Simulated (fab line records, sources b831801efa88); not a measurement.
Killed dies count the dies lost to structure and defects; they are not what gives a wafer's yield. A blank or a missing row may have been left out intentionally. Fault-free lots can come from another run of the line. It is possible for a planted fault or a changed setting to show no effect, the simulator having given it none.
Which tool is to blame?	flow sky130	72 wafers from 24 lots sampled at 5 of the route's 708 steps

WHAT THE GAUGES SHOWED, per wafer
SKY_METAL2_CD_MEAS_15: the cd target is 140 nm. Usual: cdNm reads 139.4 nm (standard deviation 1.3).
lot	measured	on	cdNm (nm)	flag
L074	day 35 10:46	cdSem-01	138.2 138.5 138.3	
L075	day 35 22:49	cdSem-02	141.5 138.7 140.0	
L076	day 36 07:32	cdSem-01	140.9 140.3 140.7	
L077	day 36 16:01	cdSem-02	138.8 139.6 139.2	
L078	day 36 20:04	cdSem-01	140.6 140.5 138.8	
L079	day 37 09:25	cdSem-02	136.1 136.5 137.2	
L080	day 37 11:50	cdSem-01	138.0 138.0 137.4	
L081	day 37 14:46	cdSem-02	137.5 138.6 138.5	
L082	day 37 22:37	cdSem-02	140.4 140.8 140.9	
L083	day 38 09:14	cdSem-01	137.4 139.4 139.0	
L084	day 38 11:07	cdSem-02	141.0 139.6 140.1	
L085	day 38 20:07	cdSem-01	141.9 141.7 139.0	
L087	day 39 09:04	cdSem-01	138.5 137.7 137.4	
L086	day 39 11:23	cdSem-02	138.2 138.3 138.0	
L088	day 39 11:47	cdSem-02	139.3 138.0 139.6	
L089	day 40 02:34	cdSem-02	140.2 140.9 139.4	
L090	day 40 08:59	cdSem-02	140.1 139.1 140.0	
L091	day 40 12:02	cdSem-02	139.6 138.7 138.2	
L092	day 40 18:01	cdSem-01	139.9 140.1 140.3	
L093	day 41 07:44	cdSem-02	141.1 141.7 141.0	
L094	day 41 10:37	cdSem-02	139.1 138.3 136.2	
L095	day 41 12:59	cdSem-01	138.5 137.3 138.9	
L096	day 41 21:20	cdSem-02	137.5 139.1 138.9	
L097	day 42 06:38	cdSem-02	140.1 139.9 139.6	

SKY_VIA2_OVL_MEAS_13. Usual: VIA2_OVL gives 3 nm (standard deviation 4.8).
lot	measured	on	VIA2_OVL (nm)	flag
L074	day 36 14:41	overlay-01	8 9 5	
L075	day 37 02:34	overlay-02	-1 1 9	
L076	day 37 11:05	overlay-02	6 6 3	
L077	day 37 18:52	overlay-02	1 12 6	
L078	day 37 23:05	overlay-01	5 1 7	
L079	day 38 12:46	overlay-01	-4 0 -5	
L080	day 38 15:14	overlay-02	12 9 3	
L081	day 38 18:03	overlay-01	6 1 2	
L082	day 39 01:20	overlay-01	3 3 1	
L083	day 39 11:47	overlay-01	3 0 -1	
L084	day 39 13:13	overlay-01	3 2 6	
L085	day 39 22:16	overlay-01	7 3 4	
L087	day 40 11:16	overlay-02	-11 -4 -6	
L086	day 40 13:20	overlay-01	6 12 6	
L088	day 40 14:01	overlay-02	-3 -3 -5	
L089	day 41 04:50	overlay-01	4 0 5	
L090	day 41 11:16	overlay-01	2 0 -2	
L091	day 41 14:19	overlay-01	3 5 5	
L092	day 41 19:10	overlay-02	11 14 16	
L093	day 42 08:32	overlay-01	-5 -3 -4	
L094	day 42 11:50	overlay-01	11 10 8	
L095	day 42 14:44	overlay-01	8 1 7	
L096	day 42 22:41	overlay-01	5 -2 1	
L097	day 43 07:19	overlay-01	5 7 4	

SKY_CAPM_THK_MEAS_01. Usual: CAPM_CVD_00_THK gives 15.28 nm (standard deviation 0.3).
lot	measured	on	CAPM_CVD_00_THK (nm)	flag
L074	day 36 16:29	filmMetro-01	15.32 15.14 15.62	
L075	day 37 04:30	filmMetro-03	15.00 15.03 15.32	
L076	day 37 12:42	filmMetro-02	14.90 15.15 15.32	
L077	day 37 20:30	filmMetro-01	15.06 15.17 15.20	
L078	day 38 00:43	filmMetro-01	14.95 14.98 15.18	
L079	day 38 14:21	filmMetro-03	15.33 15.32 15.66	
L080	day 38 16:49	filmMetro-02	15.41 14.68 15.16	
L081	day 38 19:43	filmMetro-03	15.25 15.59 15.59	
L082	day 39 02:55	filmMetro-01	14.73 14.89 15.03	
L083	day 39 13:23	filmMetro-03	15.10 15.18 15.23	
L084	day 39 14:49	filmMetro-02	15.13 15.32 15.56	
L085	day 39 23:50	filmMetro-01	14.82 15.76 15.05	
L087	day 40 12:52	filmMetro-03	14.97 15.07 15.34	
L086	day 40 14:56	filmMetro-03	14.88 15.74 15.74	
L088	day 40 15:38	filmMetro-03	15.23 15.34 14.94	
L089	day 41 06:26	filmMetro-03	15.27 15.12 15.43	
L090	day 41 12:53	filmMetro-01	15.46 15.64 15.50	
L091	day 41 16:37	filmMetro-03	14.72 14.86 15.51	
L092	day 41 20:46	filmMetro-02	14.78 15.26 15.22	
L093	day 42 10:08	filmMetro-02	15.71 15.46 15.38	
L094	day 42 13:28	filmMetro-01	15.54 15.69 14.90	
L095	day 42 16:19	filmMetro-03	15.58 15.53 15.99	
L096	day 43 00:16	filmMetro-01	15.34 15.69 15.44	
L097	day 43 08:54	filmMetro-03	15.43 15.60 15.69	

EACH LOT AND THE TOOL THAT RAN IT (in order: tool; ch and the chambers of the sampled wafers; start)
lot	SKY_CONTACT_CMP_27	SKY_METAL2_SPUTTER_03
L074	cmp-01 ch 0,1, day 31 22:33	pvdSputter-03, day 34 08:16
L075	cmp-02 ch 1,3, day 32 11:11	pvdSputter-03, day 34 20:29
L076	cmp-02 ch 0,1,2, day 32 20:04	pvdSputter-02, day 35 05:16
L077	cmp-02 ch 0,3, day 33 04:53	pvdSputter-03, day 35 13:46
L078	cmp-02 ch 0,3, day 33 09:01	pvdSputter-01, day 35 17:40
L079	cmp-01 ch 0,1,3, day 33 23:13	pvdSputter-03, day 36 08:07
L080	cmp-02 ch 1,2, day 34 01:03	pvdSputter-02, day 36 10:20
L081	cmp-01 ch 0,1,2, day 34 05:22	pvdSputter-03, day 36 13:11
L082	cmp-02 ch 1,2, day 34 13:25	pvdSputter-02, day 36 20:47
L083	cmp-01 ch 0,2,3, day 34 23:13	pvdSputter-02, day 37 07:09
L084	cmp-02 ch 1,2,3, day 35 02:11	pvdSputter-03, day 37 09:30
L085	cmp-01 ch 0,1,2, day 35 11:40	pvdSputter-01, day 37 18:27
L087	cmp-01 ch 0,1,3, day 36 00:31	pvdSputter-03, day 38 08:05
L086	cmp-02 ch 0,2,3, day 36 02:30	pvdSputter-02, day 38 09:56
L088	cmp-01 ch 0,1, day 36 03:41	pvdSputter-03, day 38 10:14
L089	cmp-01 ch 1,2,3, day 36 19:16	pvdSputter-03, day 39 02:01
L090	cmp-02 ch 0,3, day 37 02:35	pvdSputter-02, day 39 08:47
L091	cmp-01 ch 0,1, day 37 05:05	pvdSputter-02, day 39 11:41
L092	cmp-02 ch 0,1,3, day 37 10:19	pvdSputter-03, day 39 17:15
L093	cmp-01 ch 1,2, day 38 02:20	pvdSputter-02, day 40 08:02
L094	cmp-02 ch 2,3, day 38 03:49	pvdSputter-02, day 40 09:50
L095	cmp-02 ch 0,1,3, day 38 06:34	pvdSputter-01, day 40 12:08
L096	cmp-01 ch 2,3, day 38 16:44	pvdSputter-01, day 40 21:22
L097	cmp-01 ch 1,2,3, day 39 00:10	pvdSputter-02, day 41 06:03
- SKY_CONTACT_CMP_27: polishes, stops on SiO2, t overpolish 15 s, target thk 0 nm.
- SKY_METAL2_SPUTTER_03: material Ti, target thk 5 nm, time 3.3 s.

WHAT THE TOOLS THEMSELVES READ (means of the sampled wafers that have a number; where no wafer has one, the mark that the record gives instead)
SKY_CONTACT_CMP_27. Usual: motorCurrentA 10.9 A, standard deviation 1.1; overpolishRunS 14.999 s, standard deviation 0.0092; timeToEndpointS 83 s, standard deviation 4.4.
lot	tool	motorCurrentA (A)	overpolishRunS (s)	timeToEndpointS (s)	flag
L074	cmp-01	10.7	15.002	90	
L075	cmp-02	11.3	14.998	84	
L076	cmp-02	11.0	15.001	83	
L077	cmp-02	11.7	14.994	78	
L078	cmp-02	11.5	14.998	82	
L079	cmp-01	11.2	14.991	84	
L080	cmp-02	10.9	15.001	78	
L081	cmp-01	10.2	14.993	91	
L082	cmp-02	11.1	15.000	83	
L083	cmp-01	10.5	14.999	81	
L084	cmp-02	11.7	15.005	80	
L085	cmp-01	9.8	15.006	88	
L087	cmp-01	11.0	15.003	89	
L086	cmp-02	11.5	15.005	78	
L088	cmp-01	10.9	15.003	85	
L089	cmp-01	9.9	15.008	82	
L090	cmp-02	11.9	14.996	81	
L091	cmp-01	10.5	14.996	91	
L092	cmp-02	11.5	15.001	85	
L093	cmp-01	9.0	15.002	82	
L094	cmp-02	11.6	14.992	88	
L095	cmp-02	11.8	14.989	83	
L096	cmp-01	10.5	14.993	84	
L097	cmp-01	9.9	14.999	82	

SKY_METAL2_SPUTTER_03. Usual: chamberPressurePa 0.4162 Pa, standard deviation 0.00094; throttleValvePct 30.4 %, standard deviation 1.1.
lot	tool	chamberPressurePa (Pa)	throttleValvePct (%)	flag
L074	pvdSputter-03	0.4165	29.6	
L075	pvdSputter-03	0.4166	29.3	
L076	pvdSputter-02	0.4161	31.2	
L077	pvdSputter-03	0.4165	29.6	
L078	pvdSputter-01	0.4157	30.1	
L079	pvdSputter-03	0.4159	29.4	
L080	pvdSputter-02	0.4171	30.0	
L081	pvdSputter-03	0.4159	30.0	
L082	pvdSputter-02	0.4159	30.0	
L083	pvdSputter-02	0.4168	30.8	
L084	pvdSputter-03	0.4151	29.4	
L085	pvdSputter-01	0.4165	31.0	
L087	pvdSputter-03	0.4169	29.9	
L086	pvdSputter-02	0.4157	31.2	
L088	pvdSputter-03	0.4160	29.7	
L089	pvdSputter-03	0.4158	29.9	
L090	pvdSputter-02	0.4164	30.1	
L091	pvdSputter-02	0.4159	30.9	
L092	pvdSputter-03	0.4160	30.1	
L093	pvdSputter-02	0.4162	30.4	
L094	pvdSputter-02	0.4155	29.5	
L095	pvdSputter-01	0.4161	30.5	
L096	pvdSputter-01	0.4172	31.0	
L097	pvdSputter-02	0.4157	31.7	

THE ANSWER, worked out from the rows above alone
Rule: lot off if the mean of its wafers having a number is beyond 3 standard deviations from the usual mean. A lot without any number at a reading at which 4 lots or more have one is off too. All remaining lots with rows at the step are treated as sound. After the gauges, taken in route order, come the tools' own readings; for these a lot's mean is taken, as printed above. The first step at which some lot is off is used, and at that step the reading that is off furthest; a lot without a number counts as furthest.
No lot is off on any of the readings shown, so nothing can be concluded from this.

WHAT THE SIMULATOR HAD INSERTED
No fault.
